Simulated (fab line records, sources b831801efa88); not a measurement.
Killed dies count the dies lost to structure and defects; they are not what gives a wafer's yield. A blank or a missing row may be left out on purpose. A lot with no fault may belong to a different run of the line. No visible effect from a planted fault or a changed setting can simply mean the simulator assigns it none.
Which tool did it? / flow sky130 / Sampling: 12 lots, 35 wafers, 3 of 708 route steps

WHAT THE GAUGES READ, wafer by wafer
SKY_METAL1_RS_MEAS_05: the measuring method here is four-point-probe. Usual: METAL1_ALCU_RS gives 0.1272 ohm/sq (standard deviation 0.0013).
lot=L757; measured=day 31 17:49; on=film-metro-01; METAL1_ALCU_RS (ohm/sq)=0.1283 0.1273 0.1273; flag=
lot=L766; measured=day 34 18:19; on=film-metro-01; METAL1_ALCU_RS (ohm/sq)=0.0994 0.1296 0.0997 0.1297; flag=OFF
lot=L768; measured=day 35 09:10; on=film-metro-01; METAL1_ALCU_RS (ohm/sq)=0.1273 0.1280 0.1274; flag=
lot=L769; measured=day 35 12:36; on=film-metro-03; METAL1_ALCU_RS (ohm/sq)=0.1279 0.1284 0.1271; flag=
lot=L770; measured=day 36 00:41; on=film-metro-03; METAL1_ALCU_RS (ohm/sq)=0.1273 0.1258 0.1271; flag=
lot=L771; measured=day 36 11:11; on=film-metro-01; METAL1_ALCU_RS (ohm/sq)=0.1257 0.1260 0.1249; flag=
lot=L774; measured=day 37 14:44; on=film-metro-04; METAL1_ALCU_RS (ohm/sq)=0.1280 0.1271 0.1279; flag=
lot=L773; measured=day 37 17:31; on=film-metro-04; METAL1_ALCU_RS (ohm/sq)=0.1286 0.1278 0.1294; flag=
lot=L775; measured=day 38 01:47; on=film-metro-03; METAL1_ALCU_RS (ohm/sq)=0.1279 0.1267 0.1269; flag=
lot=L777; measured=day 38 02:53; on=film-metro-04; METAL1_ALCU_RS (ohm/sq)=0.1256 0.1268 0.1264; flag=
lot=L778; measured=day 38 15:38; on=film-metro-03; METAL1_ALCU_RS (ohm/sq)=0.1256 0.1254 0.1256; flag=
lot=L779; measured=day 38 20:16; on=film-metro-01; METAL1_ALCU_RS (ohm/sq)=0.1264 0.1262 0.1266; flag=

SKY_METAL1_THK_MEAS_06: measures by xrf. Usual: METAL1_ALCU_THK gives 245.4 nm (standard deviation 2.9).
lot=L757; measured=day 31 17:56; on=film-metro-01; METAL1_ALCU_THK (nm)=246.4 246.4 247.2; flag=
lot=L766; measured=day 35 00:23; on=film-metro-01; METAL1_ALCU_THK (nm)=311.7 242.3 309.8 242.3; flag=OFF
lot=L768; measured=day 35 09:16; on=film-metro-01; METAL1_ALCU_THK (nm)=245.7 243.4 245.5; flag=
lot=L769; measured=day 35 12:43; on=film-metro-03; METAL1_ALCU_THK (nm)=242.9 243.1 245.2; flag=
lot=L770; measured=day 36 00:49; on=film-metro-03; METAL1_ALCU_THK (nm)=242.2 245.5 243.8; flag=
lot=L771; measured=day 36 11:17; on=film-metro-01; METAL1_ALCU_THK (nm)=247.7 248.3 248.8; flag=
lot=L774; measured=day 37 14:51; on=film-metro-04; METAL1_ALCU_THK (nm)=244.1 247.3 245.7; flag=
lot=L773; measured=day 37 17:38; on=film-metro-04; METAL1_ALCU_THK (nm)=243.7 246.2 244.1; flag=
lot=L775; measured=day 38 01:54; on=film-metro-03; METAL1_ALCU_THK (nm)=244.0 245.8 246.9; flag=
lot=L777; measured=day 38 02:59; on=film-metro-04; METAL1_ALCU_THK (nm)=249.4 248.1 248.0; flag=
lot=L778; measured=day 38 15:45; on=film-metro-03; METAL1_ALCU_THK (nm)=248.6 250.6 250.0; flag=
lot=L779; measured=day 38 20:23; on=film-metro-01; METAL1_ALCU_THK (nm)=245.2 246.8 245.6; flag=

EACH LOT AND THE TOOL THAT RAN IT (in order: tool; ch and the chambers of the sampled wafers; start)
lot=L757; SKY_METAL1_SPUTTER_02=pvd-sputter-03, day 31 17:44
lot=L766; SKY_METAL1_SPUTTER_02=pvd-sputter-03, day 34 18:14
lot=L768; SKY_METAL1_SPUTTER_02=pvd-sputter-01, day 35 09:02
lot=L769; SKY_METAL1_SPUTTER_02=pvd-sputter-01, day 35 12:29
lot=L770; SKY_METAL1_SPUTTER_02=pvd-sputter-01, day 36 00:36
lot=L771; SKY_METAL1_SPUTTER_02=pvd-sputter-04, day 36 11:04
lot=L774; SKY_METAL1_SPUTTER_02=pvd-sputter-01, day 37 14:38
lot=L773; SKY_METAL1_SPUTTER_02=pvd-sputter-04, day 37 17:24
lot=L775; SKY_METAL1_SPUTTER_02=pvd-sputter-04, day 38 01:41
lot=L777; SKY_METAL1_SPUTTER_02=pvd-sputter-03, day 38 02:46
lot=L778; SKY_METAL1_SPUTTER_02=pvd-sputter-04, day 38 15:32
lot=L779; SKY_METAL1_SPUTTER_02=pvd-sputter-04, day 38 20:10
- SKY_METAL1_SPUTTER_02: material AlCu, target thk 250 nm, time 13.3 s.

WHAT THE TOOLS THEMSELVES READ (means of the sampled wafers that have a number; where no wafer has one, the mark that the record gives instead)
SKY_METAL1_SPUTTER_02. Usual: throttle-valve-pct at 29.8 %, with a standard deviation of 1.
lot=L757; tool=pvd-sputter-03; throttle-valve-pct (%)=28.9; flag=
lot=L766; tool=pvd-sputter-03; throttle-valve-pct (%)=29.6; flag=
lot=L768; tool=pvd-sputter-01; throttle-valve-pct (%)=29.9; flag=
lot=L769; tool=pvd-sputter-01; throttle-valve-pct (%)=29.8; flag=
lot=L770; tool=pvd-sputter-01; throttle-valve-pct (%)=29.2; flag=
lot=L771; tool=pvd-sputter-04; throttle-valve-pct (%)=30.5; flag=
lot=L774; tool=pvd-sputter-01; throttle-valve-pct (%)=28.9; flag=
lot=L773; tool=pvd-sputter-04; throttle-valve-pct (%)=30.8; flag=
lot=L775; tool=pvd-sputter-04; throttle-valve-pct (%)=30.2; flag=
lot=L777; tool=pvd-sputter-03; throttle-valve-pct (%)=29.8; flag=
lot=L778; tool=pvd-sputter-04; throttle-valve-pct (%)=30.2; flag=
lot=L779; tool=pvd-sputter-04; throttle-valve-pct (%)=30.6; flag=

THE ANSWER, worked out from the rows above alone
Rule: take the mean of a lot's wafers that have a number; if it is more than 3 standard deviations from the usual mean, the lot is off. A lot without any number at a reading at which 4 lots or more have one is off too. Any other lot the step has rows for is counted as sound. Order of review: gauges by route order, followed by the tools' own readings, for which a lot's mean as printed above is used. At the first step where some lot is off, the reading lying furthest off is the one used; lots without a number count as furthest.
Off: at SKY_METAL1_RS_MEAS_05 (METAL1_ALCU_RS), L766.
If a tool, at a process step before that reading, ran all the lots that are off and no sound lot after the first of them, it fits. Gauges at SKY_METAL1_RS_MEAS_05: tried the same way as those tools. None of those tried fits.

WHAT THE SIMULATOR HAD INSERTED
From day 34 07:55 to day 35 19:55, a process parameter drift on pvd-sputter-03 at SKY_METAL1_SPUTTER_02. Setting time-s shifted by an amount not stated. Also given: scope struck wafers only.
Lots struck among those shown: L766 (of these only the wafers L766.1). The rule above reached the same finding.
